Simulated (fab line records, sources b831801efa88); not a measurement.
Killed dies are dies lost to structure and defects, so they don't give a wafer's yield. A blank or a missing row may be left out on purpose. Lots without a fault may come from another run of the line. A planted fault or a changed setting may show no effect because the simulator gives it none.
Split-lot experiment | flow gf180mcu | 5 lots, 23 wafers read, on a route of 602 steps

THE SPLIT
At GF_MVPSD_STRIP_10 (strips in O2/N2), the setting pressure_mtorr was moved away from the recipe's 1500 mTorr on 15 of the 23 wafers read, by -11.6% to -7.0%. The other wafers ran this setting at the recipe's value.

The reading is taken at the split's own step.

THE READING
oes_product_au, in a.u., at GF_MVPSD_STRIP_10 (strips in O2/N2). Fault-free wafers of this fab line usually give 0.723 a.u., standard deviation 0.0045 a.u..

wafer  | tool, chamber at the split | pressure_mtorr as run, mTorr | against the recipe | oes_product_au, a.u. | against lot-mates on the recipe
L074.1 | plasma_asher-01, 0         | 1326                         | -11.6%             | 0.705                | no lot-mate on the recipe
L074.3 | plasma_asher-01, 1         | 1326                         | -11.6%             | 0.702                | no lot-mate on the recipe
L074.4 | plasma_asher-01, 0         | 1326                         | -11.6%             | 0.706                | no lot-mate on the recipe
L074.5 | plasma_asher-01, 0         | 1326                         | -11.6%             | 0.699                | no lot-mate on the recipe
L074.6 | plasma_asher-01, 1         | 1326                         | -11.6%             | 0.708                | no lot-mate on the recipe
L076.1 | plasma_asher-02, 1         | 1354                         | -9.7%              | 0.714                | no lot-mate on the recipe
L076.2 | plasma_asher-02, 0         | 1354                         | -9.7%              | 0.700                | no lot-mate on the recipe
L076.3 | plasma_asher-02, 0         | 1354                         | -9.7%              | 0.706                | no lot-mate on the recipe
L076.5 | plasma_asher-02, 1         | 1354                         | -9.7%              | 0.711                | no lot-mate on the recipe
L076.6 | plasma_asher-02, 0         | 1354                         | -9.7%              | 0.704                | no lot-mate on the recipe
L078.1 | plasma_asher-03, 0         | 1395                         | -7.0%              | 0.712                | no lot-mate on the recipe
L078.2 | plasma_asher-03, 1         | 1395                         | -7.0%              | 0.717                | no lot-mate on the recipe
L078.3 | plasma_asher-03, 0         | 1395                         | -7.0%              | 0.710                | no lot-mate on the recipe
L078.4 | plasma_asher-03, 1         | 1395                         | -7.0%              | 0.713                | no lot-mate on the recipe
L078.5 | plasma_asher-03, 1         | 1395                         | -7.0%              | 0.709                | no lot-mate on the recipe
L079.1 | plasma_asher-02, 1         | 1500                         | recipe             | 0.716                | -
L079.4 | plasma_asher-02, 1         | 1500                         | recipe             | 0.721                | -
L079.6 | plasma_asher-02, 0         | 1500                         | recipe             | 0.721                | -
L085.1 | plasma_asher-03, 1         | 1500                         | recipe             | 0.729                | -
L085.2 | plasma_asher-03, 0         | 1500                         | recipe             | 0.733                | -
L085.3 | plasma_asher-03, 1         | 1500                         | recipe             | 0.718                | -
L085.4 | plasma_asher-03, 0         | 1500                         | recipe             | 0.727                | -
L085.6 | plasma_asher-03, 1         | 1500                         | recipe             | 0.721                | -

THE FIT
A straight line over all 23 wafers: oes_product_au changes by +0.00166 a.u. for each +1% of pressure_mtorr; r = +0.87; the points scatter about the line by 0.0046 a.u..
Too few moved wafers have a lot-mate on the recipe to fit a line with each lot's own level taken away.
Tool readings at the split's step, against how far the setting was moved: oes_product_au r = +0.87; strip_time_to_endpoint_s r = -0.99.

THE WHOLE CHAIN: every reading that the file lists as answering this split, in the file's order
step              | what it does    | reading                  | change (the file's fit)                   | r (the file's)
GF_MVPSD_STRIP_10 | strips in O2/N2 | oes_product_au           | +0.00165 a.u. for each +1% of the setting | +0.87
GF_MVPSD_STRIP_10 | strips in O2/N2 | strip_time_to_endpoint_s | withheld for each +1% of the setting      | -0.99

THE FILE'S OWN FIT
oes_product_au changes by +0.00165 a.u. for each +1% of pressure_mtorr, r = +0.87.
